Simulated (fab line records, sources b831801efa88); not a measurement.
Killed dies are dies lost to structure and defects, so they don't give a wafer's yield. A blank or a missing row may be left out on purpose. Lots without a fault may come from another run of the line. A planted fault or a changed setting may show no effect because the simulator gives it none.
Problem report in the 8D (eight disciplines) form, filled by code | flow sky130 | the parts of the form that need people (team, actions taken, sign-off) are left out

1. THE PROBLEM
dose_ions_cm2 at SKY_LDD_N_IMPLANT_09 reads a mean of 9.7e+13 on 6 wafers of 2 lots; wafers without a fault read 7.5e+13 with a standard deviation of 8.1e+10. That is +99 or more standard deviations from the usual mean.
First seen on wafer L268.2, day 22 06:42, on implanter-02. The record holds 33 wafers of 11 lots with a number at this step. Rule for "out", or "out of limits": more than 4 standard deviations from the usual mean. The other wafers with a number count as sound.

2. WHAT IT IS AND WHAT IT IS NOT
question                    | is                                | is not
which readings at this step | dose_ions_cm2, faraday_current_uA | -
which lots                  | L268, L270                        | L260, L261, L262, L263, L264, L274, L276, L278, L279
which wafers of those lots  | all that have a number            | -
read on which tools         | implanter-02                      | implanter-03, implanter-04
when                        | from day 22 06:42                 | up to then (15 sound wafers); but 12 sound wafers of L274, L276, L278, L279 came after

3. SUSPECTS, AND WHAT RULES EACH OUT
Counting: a tool at a process step up to the reading stays a suspect if it ran every lot that is out and no sound lot after the first of them.
- implanter-02 at SKY_LDD_N_IMPLANT_09: kept. It ran every lot that is out, first L268 (day 22 06:42), and no sound lot after that; its last sound lot up to then is L263 (day 20 20:29). Its own readings are out on those wafers: dose_ions_cm2, faraday_current_uA.
Left after counting: implanter-02 at SKY_LDD_N_IMPLANT_09.

4. THE CAUSE (what the simulator had put in)
Process parameter drift: implanter-02, from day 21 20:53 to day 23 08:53, at SKY_LDD_N_IMPLANT_09. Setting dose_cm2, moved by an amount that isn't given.
Counting left only this tool.

5. THE CHAIN OF EFFECTS, in route order
Each row: a reading whose mean over the struck wafers that have a number lies more than 3 standard deviations from the usual. Only readings for which the record gives a usual standard deviation are gone through. hours: the time from each lot's start at the first step in this table that gives one to its start at this step, as a median over the lots. sigmas: the change in usual standard deviations.
hours | step                 | reading                  | usual   | on struck wafers | change   | sigmas
0     | SKY_LDD_N_IMPLANT_09 | dose_ions_cm2            | 7.5e+13 | 9.7e+13          | +2.2e+13 | +99 or more
0     | SKY_LDD_N_IMPLANT_09 | faraday_current_uA       | 422     | 517              | +95      | +11
1     | SKY_LDD_N_STRIP_16   | strip_time_to_endpoint_s | 4.315 s | 4.379            | +0.064   | +4.0
The process steps in it:
- SKY_LDD_N_IMPLANT_09
- SKY_LDD_N_STRIP_16: strips in O2/N2.

6. WHAT WOULD HAVE CAUGHT IT SOONER
In this record the first reading out of limits was taken at day 22 06:42, 10 hours after the fault began at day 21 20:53.
